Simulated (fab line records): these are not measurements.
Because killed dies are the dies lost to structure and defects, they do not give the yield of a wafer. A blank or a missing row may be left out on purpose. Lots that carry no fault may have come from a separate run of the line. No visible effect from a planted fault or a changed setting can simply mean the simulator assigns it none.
The same fault as seen by 2 desks | flow gf180mcu | every desk sees just its own numbers, and what lay behind them comes last

== METROLOGY DESK ==
What the gauges read for every lot (on any tool): the sampled wafers with a number, averaged. Any lot whose mean is over 4 standard deviations away from the usual mean is out of limits and marked OUT; that distance is given in the brackets.
Columns: A = V1_CVD_00_THK at GF_V1_THK_MEAS_01, usual 600 nm; B = V1_OVL at GF_V1_OVL_MEAS_15, usual -3 nm; C = M2_ALCU_RS at GF_M2_RS_MEAS_05, usual 0.0691 ohm/sq; D = M2_ALCU_THK at GF_M2_THK_MEAS_06, usual 444 nm
lot  | first seen here | A   | B  | C                | D
L575 | day 17 11:47    | 603 | -5 | 0.0696           | 440
L579 | day 18 17:54    | 603 | -3 | 0.0691           | 444
L580 | day 19 03:05    | 602 | -9 | 0.0692           | 441
L581 | day 19 13:11    | 602 | 2  | 0.0698           | 438
L582 | day 19 15:03    | 599 | -5 | 0.0692           | 446
L583 | day 19 23:24    | 604 | 2  | 0.0688           | 447
L588 | day 22 05:46    | 602 | -7 | 0.1082 (+50) OUT | 285 (-29) OUT
L591 | day 23 03:43    | 601 | -4 | 0.1072 (+49) OUT | 289 (-28) OUT
L593 | day 23 20:24    | 603 | -2 | 0.0682           | 446
L594 | day 24 04:59    | 607 | 3  | 0.0680           | 450
L595 | day 24 11:28    | 604 | -1 | 0.0692           | 443
Finding of this desk: L588, L591 out of limits, first seen on L588 at day 23 06:46 (M2_ALCU_RS at GF_M2_RS_MEAS_05). Within limits: L575, L579, L580, L581, L582, L583, L593, L594, L595.

== AT THE TOOL OWNER'S DESK: pvd-sputter-01 ==
The tool's own readings at GF_M2_SPUTTER_02 (material AlCu, target thk 450 nm, time 23.9 s): means of the sampled wafers that have a number, for each lot that ran on this tool. Any lot whose mean is over 4 standard deviations away from the usual mean is out of limits and marked OUT; that distance is given in the brackets.
Columns: A = throttle-valve-pct at GF_M2_SPUTTER_02, usual 29.7 %
lot  | first seen here | A
L575 | day 18 12:41    | 29.0
L579 | day 19 20:42    | 29.4
L580 | day 20 06:00    | 28.5
L581 | day 20 16:07    | 29.2
L588 | day 23 06:40    | 28.9
L591 | day 24 04:40    | 29.8
This desk's verdict: no lot among the 6 shows anything out of limits.

== PUT TOGETHER ==
L588, L591 would have let the metrology desk raise an alarm at day 23 06:46.
Nothing out of limits was seen by the tool owner's desk.
The tool owner's desk has L588, L591 on record, within its limits.
Of the lots named, all ran GF_M2_SPUTTER_02 on pvd-sputter-01.

== WHAT THE SIMULATOR HAD INSERTED ==
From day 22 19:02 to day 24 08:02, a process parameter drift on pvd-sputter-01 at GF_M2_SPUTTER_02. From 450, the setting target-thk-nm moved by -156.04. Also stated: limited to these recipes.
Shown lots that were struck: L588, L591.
Time in hours between the start of the fault and the first out-of-limits reading at each desk: metrology desk, 12.
